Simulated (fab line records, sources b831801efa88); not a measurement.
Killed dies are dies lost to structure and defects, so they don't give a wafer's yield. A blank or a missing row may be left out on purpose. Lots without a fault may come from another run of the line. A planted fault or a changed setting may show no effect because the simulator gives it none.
fab line records | flow sky130 | part 1 of 2: steps 1 to 27 of 34
record lots=5 wafers=15 last_day=49
route steps=708 shown SD_N@348 SD_P@359 RES_XHIGH@360 SALICIDE@361 LI_CONTACT@362
lots that met no fault: from a run of the same line without faults
start_h: hours from the record's first day to the start of the lot's first wafer shown | wait_h: hours since the lot's step before | " the same as in the row above | L1.1+2: a row that stands for several wafers | - no value, or no start given | * or withheld: withheld | < > ~ a bound
route shown NAME@n: a module of which the file shows steps, and the number in the route of the first | usual: mean/standard deviation of fault-free wafers | same: alike in all rows | chamber/n: place in a boat | sites: the reading at each site | _std_site: their standard deviation | _edge_site: outer sites' mean less inner sites' | radius_mm: how far each site lies from the wafer's centre | mask NAME#n: copy n | behind: the tool/chamber that last shaped the wafer | hold: why the lot was held/for how many hours/how that ended | device: the transistor (n, p or np) that didn't switch | end of line: the same wafers' tests at the end of the route | a step without rows: its recipe alone | killed: dies lost to structure and defects at the first sort, not the wafer's yield | map: a wafer's dies, x killed, . not, _ none there
set.NAME: the setting as run; set.NAME@STEP: as run at that earlier step | model.NAME: the simulator's own value behind a step, which no gauge read
lots at some steps of the route; a table a step, a row a wafer
services: from which hour (start_h, from the record's first day; less than 0 if before it) a tool's chamber was out of use, for how many hours, and why
## steps
# step SKY_SD_N_DEVELOP_06
# recipe resist=NOVOLAK developer=TMAH develop_time_s=60 dev_temp_c=23
# usual developer_temp_C=23.00/0.11 resist_line_temp_C=22.98/0.11
# columns lot.wafer tool chamber start_h wait_h developer_temp_C resist_line_temp_C
L076.3 litho_track-01 0 665.10 0.1 22.79 22.97
L076.5 " 0 " " 22.93 22.90
L076.6 " 0 " " 22.87 22.93
L079.2 litho_track-01 0 696.12 0.1 23.18 23.00
L079.3 " 0 " " 23.05 23.04
L079.5 " 0 " " 23.08 23.02
L080.3 litho_track-01 0 699.75 0.1 23.16 23.11
L080.4 " 0 " " 23.03 23.05
L080.5 " 0 " " 23.11 22.96
L091.1 litho_track-02 0 785.79 0.1 23.24 22.94
L091.3 " 0 " " 23.13 22.96
L091.5 " 0 " " 23.01 22.92
L092.2 litho_track-04 0 797.85 0.1 23.00 23.32
L092.3 " 0 " " 22.91 23.25
L092.6 " 0 " " 22.93 23.00
# step SKY_SD_N_CD_MEAS_07
# recipe target_cd_nm=380
# usual cd_nm=379.9/3
# columns lot.wafer tool chamber start_h wait_h cd_nm
L076.3 cd_sem-02 - 665.24 0.1 378.7
L076.5 " - " " 377.4
L076.6 " - " " 380.1
L079.2 cd_sem-01 - 696.27 0.1 384.3
L079.3 " - " " 382.5
L079.5 " - " " 382.9
L080.3 cd_sem-02 - 699.89 0.1 386.6
L080.4 " - " " 387.2
L080.5 " - " " 385.4
L091.1 cd_sem-01 - 785.94 0.1 380.2
L091.3 " - " " 378.3
L091.5 " - " " 378.9
L092.2 cd_sem-02 - 798.00 0.1 379.2
L092.3 " - " " 380.4
L092.6 " - " " 381.7
# step SKY_SD_N_OVL_MEAS_08
# usual SD_N_OVL=-0.9/1.6
# columns lot.wafer tool chamber start_h wait_h SD_N_OVL[nm]
L076.3 overlay-01 - 665.33 0.1 -1.1
L076.5 " - " " -1.5
L076.6 " - " " -2.4
L079.2 overlay-02 - 696.38 0.1 -1.2
L079.3 " - " " -2.5
L079.5 " - " " -1.3
L080.3 overlay-02 - 699.98 0.1 0.0
L080.4 " - " " -0.6
L080.5 " - " " -1.1
L091.1 overlay-02 - 786.06 0.1 0.1
L091.3 " - " " -2.9
L091.5 " - " " -0.9
L092.2 overlay-02 - 798.10 0.1 -3.6
L092.3 " - " " -3.1
L092.6 " - " " -2.7
# step SKY_SD_N_IMPLANT_09
# recipe species=As energy_kev=50 dose_cm2=4e+15 tilt_deg=0
# columns lot.wafer tool chamber start_h wait_h
L076.3+5+6 implanter-01 0 665.41 0.1
L079.2+3+5 implanter-02 0 696.43 0.0
L080.3+4+5 implanter-01 0 700.06 0.1
L091.1+3+5 implanter-01 0 786.09 0.0
L092.2+3+6 implanter-01 0 798.16 0.0
# step SKY_SD_N_IMPLANT_10
# recipe species=P energy_kev=20 dose_cm2=1e+14 tilt_deg=0
# columns lot.wafer tool chamber start_h wait_h
L076.3+5+6 implanter-01 0 665.56 0.1
L079.2+3+5 implanter-02 0 696.58 0.1
L080.3+4+5 implanter-01 0 700.21 0.1
L091.1+3+5 implanter-01 0 786.24 0.1
L092.2+3+6 implanter-01 0 798.31 0.1
# step SKY_SD_N_STRIP_11
# recipe chemistry=O2/N2 power_w=1400 pressure_mtorr=1500 platen_temp_c=withheld o2_flow_sccm=3000 n2_flow_sccm=300 overash_fraction=0.5
# usual drypump_motor_current_A=5.9/0.5 oes_product_au=0.528/0.0047 strip_time_to_endpoint_s=22.54/0.035
# columns lot.wafer tool chamber start_h wait_h drypump_motor_current_A oes_product_au rf_hours_counter_h strip_time_to_endpoint_s
L076.3 plasma_asher-02 0 665.69 0.1 4.9 0.526 - 22.59
L076.5 " 1 " " 6.1 0.532 - 22.58
L076.6 " 0 " " 4.9 0.535 - 22.57
L079.2 plasma_asher-04 0 696.71 0.1 6.6 0.527 58 22.56
L079.3 " 1 " " 5.5 0.533 - 22.54
L079.5 " 1 " " 5.5 0.528 - 22.59
L080.3 plasma_asher-01 1 700.34 0.1 5.7 0.526 - 22.54
L080.4 " 0 " " 6.1 0.529 - 22.53
L080.5 " 1 " " 5.7 0.526 - 22.57
L091.1 plasma_asher-01 1 786.39 0.1 5.7 0.527 35 22.50
L091.3 " 0 " " 6.1 0.526 - 22.51
L091.5 " 0 " " 6.1 0.529 - 22.48
L092.2 plasma_asher-04 1 798.43 0.1 5.5 0.533 68 22.60
L092.3 " 1 " " 5.5 0.535 - 22.59
L092.6 " 0 " " 6.6 0.532 - 22.63
# step SKY_SD_N_TW_MEAS_12
# usual SD_N_TW=4000/37
# columns lot.wafer tool chamber start_h wait_h SD_N_TW
L076.3 film_metro-04 - 665.78 0.1 3935
L076.5 " - " " 3944
L076.6 " - " " 3913
L079.2 film_metro-03 - 696.82 0.1 4021
L079.3 " - " " 4034
L079.5 " - " " 4027
L080.3 film_metro-02 - 700.43 0.1 4024
L080.4 " - " " 4020
L080.5 " - " " 4017
L091.1 film_metro-03 - 786.49 0.1 4029
L091.3 " - " " 4037
L091.5 " - " " 4055
L092.2 film_metro-03 - 798.54 0.1 4002
L092.3 " - " " 4004
L092.6 " - " " 3982
# step SKY_SD_N_CLEAN_13
# recipe chemistry=SC1/SC2 mix=1:4:20 temp_c=70 time_s=150 dry=n2_spin
# columns lot.wafer tool chamber start_h wait_h
L076.3+5+6 wet_bench-01 2 665.82 0.0
L079.2+3+5 wet_bench-02 2 696.87 0.0
L080.3+4+5 wet_bench-01 2 700.47 0.0
L091.1+3+5 wet_bench-02 3 786.55 0.1
L092.2+3+6 wet_bench-02 2 798.59 0.0
# step SKY_SD_N_RTA_14
# recipe temp_c=1075 time_s=2 idle_temp_c=650 ramp_up_c_per_s=150 ramp_down_c_per_s=90 ambient=N2
# usual lamp_power_pct=15.73/0.055 ramp_up_c_per_s=150.00/0.023 wafer_temp_C_max=1078.2/1.2
# columns lot.wafer tool chamber start_h wait_h lamp_power_pct ramp_up_c_per_s wafer_temp_C_max
L076.3 rtp_anneal-01 0 665.88 0.0 15.79 150.02 1077.1
L076.5 " 0 " " 15.63 150.01 1076.1
L076.6 " 0 " " 15.73 150.00 1079.0
L079.2 rtp_anneal-02 0 696.93 0.0 15.75 149.98 1076.9
L079.3 " 0 " " 15.77 149.93 1078.6
L079.5 " 0 " " 15.81 150.03 1078.4
L080.3 rtp_anneal-01 0 700.54 0.0 15.78 150.02 1076.9
L080.4 " 0 " " 15.73 149.99 1078.5
L080.5 " 0 " " 15.66 149.97 1078.2
L091.1 rtp_anneal-01 0 786.60 0.0 15.74 150.04 1078.5
L091.3 " 0 " " 15.72 149.98 1077.0
L091.5 " 0 " " 15.75 149.99 1079.4
L092.2 rtp_anneal-02 0 798.65 0.0 15.76 149.96 1077.1
L092.3 " 0 " " 15.77 150.00 1077.5
L092.6 " 0 " " 15.73 150.00 1076.6
# step SKY_SD_N_RS_MEAS_16
# recipe thk_meas_gauge=four-point-probe
# usual SD_N_RS=68.60/0.18
# columns lot.wafer tool chamber start_h wait_h SD_N_RS[ohm/sq]
L076.3 film_metro-02 - 666.08 0.1 68.73
L076.5 " - " " 68.67
L076.6 " - " " 68.69
L079.2 film_metro-03 - 697.11 0.1 68.36
L079.3 " - " " 68.42
L079.5 " - " " 68.49
L080.3 film_metro-04 - 700.73 0.1 68.49
L080.4 " - " " 68.58
L080.5 " - " " 68.71
L091.1 film_metro-02 - 786.78 0.1 68.90
L091.3 " - " " 68.67
L091.5 " - " " 68.79
L092.2 film_metro-02 - 798.84 0.1 68.84
L092.3 " - " " 68.79
L092.6 " - " " 68.69
# step SKY_SD_N_RS_MEAS_17
# recipe thk_meas_gauge=four-point-probe
# usual SD_P_RS=147.3/0.46
# columns lot.wafer tool chamber start_h wait_h SD_P_RS[ohm/sq]
L076.3 film_metro-02 - 666.20 0.1 147.8
L076.5 " - " " 147.4
L076.6 " - " " 147.2
L079.2 film_metro-03 - 697.23 0.1 147.3
L079.3 " - " " 147.0
L079.5 " - " " 147.0
L080.3 film_metro-04 - 700.85 0.1 147.4
L080.4 " - " " 147.2
L080.5 " - " " 147.8
L091.1 film_metro-02 - 786.90 0.1 147.7
L091.3 " - " " 148.1
L091.5 " - " " 148.5
L092.2 film_metro-02 - 798.96 0.1 147.4
L092.3 " - " " 147.6
L092.6 " - " " 147.3
# step SKY_SD_N_RS_MEAS_18
# recipe thk_meas_gauge=four-point-probe
# usual RES_XHIGH_RS=333.6/1.3
# columns lot.wafer tool chamber start_h wait_h RES_XHIGH_RS[ohm/sq]
L076.3 film_metro-02 - 666.32 0.1 333.0
L076.5 " - " " 333.8
L076.6 " - " " 332.0
L079.2 film_metro-03 - 697.35 0.1 333.7
L079.3 " - " " 333.5
L079.5 " - " " 333.0
L080.3 film_metro-04 - 700.97 0.1 333.5
L080.4 " - " " 334.3
L080.5 " - " " 334.4
L091.1 film_metro-02 - 787.02 0.1 333.0
L091.3 " - " " 334.2
L091.5 " - " " 334.3
L092.2 film_metro-02 - 799.08 0.1 333.1
L092.3 " - " " 333.9
L092.6 " - " " 333.9
# step SKY_SALICIDE_CLEAN_00
# recipe chemistry=HF-last time_s=30 dilution=100:1 dry=ipa_marangoni
# columns lot.wafer tool chamber start_h wait_h
L076.3+5+6 wet_bench-02 1 666.40 0.1
L079.2+3+5 wet_bench-04 0 697.45 0.1
L080.3+4+5 wet_bench-04 3 701.05 0.1
L091.1+3+5 wet_bench-02 1 787.14 0.1
L092.2+3+6 wet_bench-04 0 799.18 0.1
# step SKY_LI_CONTACT_HDPCVD_00
# recipe material=PSG target_thk_nm=930 sigma_open_frac=0.3 time_s=155 temp_c=600 sih4_flow_sccm=60 pressure_mtorr=6
# usual sih4_flow_sccm=59.99/0.15
# columns lot.wafer tool chamber start_h wait_h sih4_flow_sccm
L076.3 hdpcvd-01 2 666.42 0.0 59.94
L076.5 " 1 " " 60.17
L076.6 " 0 " " 60.18
L079.2 hdpcvd-02 0 697.47 0.0 59.93
L079.3 " 2 " " 60.17
L079.5 " 1 " " 60.19
L080.3 hdpcvd-02 2 701.07 0.0 59.76
L080.4 " 1 " " 59.68
L080.5 " 0 " " 60.07
L091.1 hdpcvd-01 0 787.15 0.0 60.09
L091.3 " 1 " " 60.09
L091.5 " 0 " " 59.94
L092.2 hdpcvd-02 0 799.19 0.0 59.97
L092.3 " 1 " " 59.81
L092.6 " 1 " " 60.02
# step SKY_LI_CONTACT_THK_MEAS_01
# recipe reads=PSG_of_LI_CONTACT_HDPCVD_00
# usual LI_CONTACT_HDPCVD_THK=936/15
# columns lot.wafer tool chamber start_h wait_h LI_CONTACT_HDPCVD_THK[nm]
L076.3 film_metro-02 - 666.54 0.1 957
L076.5 " - " " 963
L076.6 " - " " 920
L079.2 film_metro-03 - 697.58 0.1 929
L079.3 " - " " 947
L079.5 " - " " 934
L080.3 film_metro-03 - 701.19 0.1 949
L080.4 " - " " 935
L080.5 " - " " 957
L091.1 film_metro-04 - 787.26 0.1 927
L091.3 " - " " 952
L091.5 " - " " 925
L092.2 film_metro-03 - 799.31 0.1 942
L092.3 " - " " 915
L092.6 " - " " 920
# step SKY_LI_CONTACT_CMP_02
# recipe material=PSG down_force_psi=4 platen_rpm=60 pad_velocity_m_s=0.94248
# usual motor_current_A=12.1/0.71 platen_rpm=60.01/0.035 slurry_filter_dp_kPa=13.50/0.12 time_to_endpoint_s=32.7/3
# columns lot.wafer tool chamber start_h wait_h motor_current_A platen_rpm slurry_filter_dp_kPa time_to_endpoint_s
L076.3 cmp-02 0 666.68 0.1 11.9 60.01 13.49 37.5
L076.5 " 2 " " 13.2 60.01 13.30 34.1
L076.6 " 3 " " 11.6 59.95 13.59 30.6
L079.2 cmp-01 0 697.63 0.0 12.9 59.96 13.55 33.3
L079.3 " 1 " " 11.0 59.97 13.52 35.0
L079.5 " 1 " " 11.1 60.00 13.42 31.1
L080.3 cmp-02 2 701.23 0.0 12.6 59.95 13.44 32.1
L080.4 " 0 " " 11.9 60.00 13.28 37.5
L080.5 " 2 " " 12.8 60.00 13.53 33.9
L091.1 cmp-01 2 787.32 0.1 12.7 60.00 13.40 33.0
L091.3 " 1 " " 10.7 59.93 13.40 34.6
L091.5 " 2 " " 12.5 59.98 13.47 30.5
L092.3 cmp-01 2 799.41 0.1 12.3 59.95 13.68 33.2
L092.2 " 0 " " 12.7 60.02 13.51 38.2
L092.6 " 1 " " 10.6 60.05 13.51 33.6
# step SKY_LI_CONTACT_BOW_MEAS_03
# recipe mode=bow
# usual LI_CONTACT_BOW=57/7.4
# columns lot.wafer tool chamber start_h wait_h LI_CONTACT_BOW[um]
L076.3 film_metro-03 - 666.92 0.2 52
L076.5 " - " " 64
L076.6 " - " " 50
L079.2 film_metro-02 - 697.95 0.3 60
L079.3 " - " " 70
L079.5 " - " " 62
L080.3 film_metro-02 - 701.57 0.3 57
L080.4 " - " " 64
L080.5 " - " " 55
L091.1 film_metro-04 - 787.64 0.3 46
L091.3 " - " " 61
L091.5 " - " " 54
L092.2 film_metro-02 - 799.68 0.1 59
L092.3 " - " " 60
L092.6 " - " " 67
# step SKY_LI_CONTACT_DEHYDRATE_04
# recipe temp_c=200 time_s=60
# usual resist_line_temp_C=23.00/0.11
# columns lot.wafer tool chamber start_h wait_h resist_line_temp_C
L076.3 litho_track-01 0 681.00 14.1 23.00
L076.5 " 0 " " 22.97
L076.6 " 0 " " 23.11
L079.2 litho_track-03 0 711.63 13.7 22.98
L079.3 " 0 " " 22.99
L079.5 " 0 " " 23.00
L080.3 litho_track-03 0 715.51 13.9 23.03
L080.4 " 0 " " 22.99
L080.5 " 0 " " 23.05
L091.1 litho_track-01 0 800.35 12.7 23.12
L091.3 " 0 " " 23.03
L091.5 " 0 " " 23.02
L092.2 litho_track-01 0 812.53 12.8 23.01
L092.3 " 0 " " 22.91
L092.6 " 0 " " 22.88
# step SKY_LI_CONTACT_HMDS_05
# recipe prime_time_s=60 prime_temp_c=120
# usual prime_temp_c=119.98/0.14 resist_line_temp_C=23.00/0.11
# columns lot.wafer tool chamber start_h wait_h prime_temp_c resist_line_temp_C
L076.3 litho_track-01 0 681.15 0.1 119.84 22.98
L076.5 " 0 " " 120.04 23.04
L076.6 " 0 " " 120.10 23.19
L079.2 litho_track-03 0 711.78 0.1 119.94 22.92
L079.3 " 0 " " 119.77 22.91
L079.5 " 0 " " 120.00 23.00
L080.3 litho_track-03 0 715.66 0.1 119.95 22.96
L080.4 " 0 " " 119.81 23.02
L080.5 " 0 " " 120.15 22.90
L091.1 litho_track-01 0 800.50 0.1 120.01 22.94
L091.3 " 0 " " 120.16 23.08
L091.5 " 0 " " 120.11 22.93
L092.2 litho_track-01 0 812.68 0.1 119.90 23.11
L092.3 " 0 " " 119.69 23.23
L092.6 " 0 " " 119.77 22.93
# step SKY_LI_CONTACT_COAT_06
# recipe resist=BARC temp_c=withheld time_s=withheld spin_rpm=3000 resist_thk_nm=60
# usual dispense_pressure_kPa=47.1/1.2 resist_line_temp_C=*
# columns lot.wafer tool chamber start_h wait_h dispense_pressure_kPa resist_line_temp_C
L076.3 litho_track-01 0 681.30 0.1 45.8 *
L076.5 " 0 " " 45.8 *
L076.6 " 0 " " 45.9 *
L079.2 litho_track-03 0 711.93 0.1 46.7 *
L079.3 " 0 " " 46.7 *
L079.5 " 0 " " 46.6 *
L080.3 litho_track-03 0 715.81 0.1 46.6 *
L080.4 " 0 " " 46.6 *
L080.5 " 0 " " 46.7 *
L091.1 litho_track-01 0 800.65 0.1 45.9 *
L091.3 " 0 " " 45.9 *
L091.5 " 0 " " 45.9 *
L092.2 litho_track-01 0 812.83 0.1 45.9 *
L092.3 " 0 " " 45.9 *
L092.6 " 0 " " 45.9 *
# step SKY_LI_CONTACT_COAT_07
# recipe resist=KrF-thick spin_rpm=3000 resist_thk_nm=450
# usual dispense_pressure_kPa=47.1/1.2 resist_line_temp_C=23.00/0.12
# columns lot.wafer tool chamber start_h wait_h dispense_pressure_kPa resist_line_temp_C
L076.3 litho_track-01 0 - - 45.9 22.87
L076.5 " 0 " " 45.9 22.82
L076.6 " 0 " " 45.9 22.94
L079.2 litho_track-03 0 - - 46.6 23.19
L079.3 " 0 " " 46.6 22.97
L079.5 " 0 " " 46.6 22.89
L080.3 litho_track-03 0 - - 46.6 23.08
L080.4 " 0 " " 46.6 23.26
L080.5 " 0 " " 46.6 23.38
L091.1 litho_track-01 0 - - 45.9 22.95
L091.3 " 0 " " 45.9 22.89
L091.5 " 0 " " 45.9 22.82
L092.2 litho_track-01 0 - - 45.9 23.03
L092.3 " 0 " " 45.9 23.11
L092.6 " 0 " " 45.9 23.07
# step SKY_LI_CONTACT_SOFTBAKE_08
# recipe temp_c=100 time_s=90 resist=KrF-thick
# usual resist_line_temp_C=22.99/0.11
# columns lot.wafer tool chamber start_h wait_h resist_line_temp_C
L076.3 litho_track-01 0 - - 23.04
L076.5 " 0 " " 22.89
L076.6 " 0 " " 22.85
L079.2 litho_track-03 0 - - 23.15
L079.3 " 0 " " 23.02
L079.5 " 0 " " 23.03
L080.3 litho_track-03 0 - - 22.88
L080.4 " 0 " " 23.00
L080.5 " 0 " " 22.95
L091.1 litho_track-01 0 - - 22.97
L091.3 " 0 " " 23.08
L091.5 " 0 " " 23.03
L092.2 litho_track-01 0 - - 22.75
L092.3 " 0 " " 22.73
L092.6 " 0 " " 22.91
# step SKY_LI_CONTACT_EXPOSE_09
# recipe mask_id=LICM1 na=0.8 source_shape=annular sigma_inner=0.55 sigma_outer=0.85 target_cd_nm=170 dose_mj=38
# same sigma_inner=0.55
# columns lot.wafer tool chamber start_h wait_h mask
L076.3+5+6 krf_scanner-01 0 - - LICM1#0
L079.2+3+5 krf_scanner-02 0 - - LICM1#0
L080.3+4+5 krf_scanner-01 0 - - LICM1#0
L091.1+3+5 krf_scanner-02 0 - - LICM1#0
L092.2+3+6 krf_scanner-02 0 - - LICM1#0
# step SKY_LI_CONTACT_PEB_10
# recipe peb_temp_c=withheld peb_time_s=withheld resist=KrF-thick
# usual resist_line_temp_C=*
# columns lot.wafer tool chamber start_h wait_h resist_line_temp_C
L076.3 litho_track-01 0 - - *
L076.5 " 0 " " *
L076.6 " 0 " " *
L079.2 litho_track-03 0 - - *
L079.3 " 0 " " *
L079.5 " 0 " " *
L080.3 litho_track-02 0 - - *
L080.4 " 0 " " *
L080.5 " 0 " " *
L091.1 litho_track-03 0 - - *
L091.3 " 0 " " *
L091.5 " 0 " " *
L092.2 litho_track-03 0 - - *
L092.3 " 0 " " *
L092.6 " 0 " " *
# step SKY_LI_CONTACT_DEVELOP_11
# recipe develop_time_s=60 resist=KrF-thick dev_temp_c=21
# usual developer_temp_C=21.01/0.1 resist_line_temp_C=23.03/0.11
# columns lot.wafer tool chamber start_h wait_h developer_temp_C resist_line_temp_C
L076.3 litho_track-01 0 - - 20.91 23.20
L076.5 " 0 " " 21.06 23.07
L076.6 " 0 " " 21.10 23.16
L079.2 litho_track-03 0 - - 21.08 22.97
L079.3 " 0 " " 21.07 22.96
L079.5 " 0 " " 21.11 23.12
L080.3 litho_track-02 0 - - 21.02 23.06
L080.4 " 0 " " 20.81 23.21
L080.5 " 0 " " 20.90 23.16
L091.1 litho_track-03 0 - - 20.93 22.98
L091.3 " 0 " " 21.02 22.82
L091.5 " 0 " " 20.79 22.97
L092.2 litho_track-03 0 - - 20.83 22.98
L092.3 " 0 " " 20.85 22.87
L092.6 " 0 " " 20.86 23.07
# step SKY_LI_CONTACT_CD_MEAS_12
# recipe target_cd_nm=170
# usual cd_nm=170.0/1.2
# columns lot.wafer tool chamber start_h wait_h cd_nm
L076.3 cd_sem-01 - 695.99 - 168.0
L076.5 " - " " 170.2
L076.6 " - " " 169.9
L079.2 cd_sem-01 - 726.38 - 169.4
L079.3 " - " " 169.6
L079.5 " - " " 168.5
L080.3 cd_sem-01 - 729.63 - 169.3
L080.4 " - " " 168.9
L080.5 " - " " 168.6
L091.1 cd_sem-02 - 814.41 - 170.5
L091.3 " - " " 168.9
L091.5 " - " " 170.0
L092.2 cd_sem-02 - 826.63 - 170.9
L092.3 " - " " 169.3
L092.6 " - " " 169.0
# step SKY_LI_CONTACT_OVL_MEAS_13
# usual LI_CONTACT_OVL=-1/5.7
# columns lot.wafer tool chamber start_h wait_h LI_CONTACT_OVL[nm]
L076.3 overlay-02 - 696.08 0.1 -8
L076.5 " - " " -9
L076.6 " - " " -5
L079.2 overlay-02 - 726.48 0.1 7
L079.3 " - " " 7
L079.5 " - " " 7
L080.3 overlay-01 - 729.72 0.1 -6
L080.4 " - " " 3
L080.5 " - " " 3
L091.1 overlay-02 - 814.53 0.1 -8
L091.3 " - " " -8
L091.5 " - " " -13
L092.2 overlay-02 - 826.73 0.1 -1
L092.3 " - " " -2
L092.6 " - " " 0
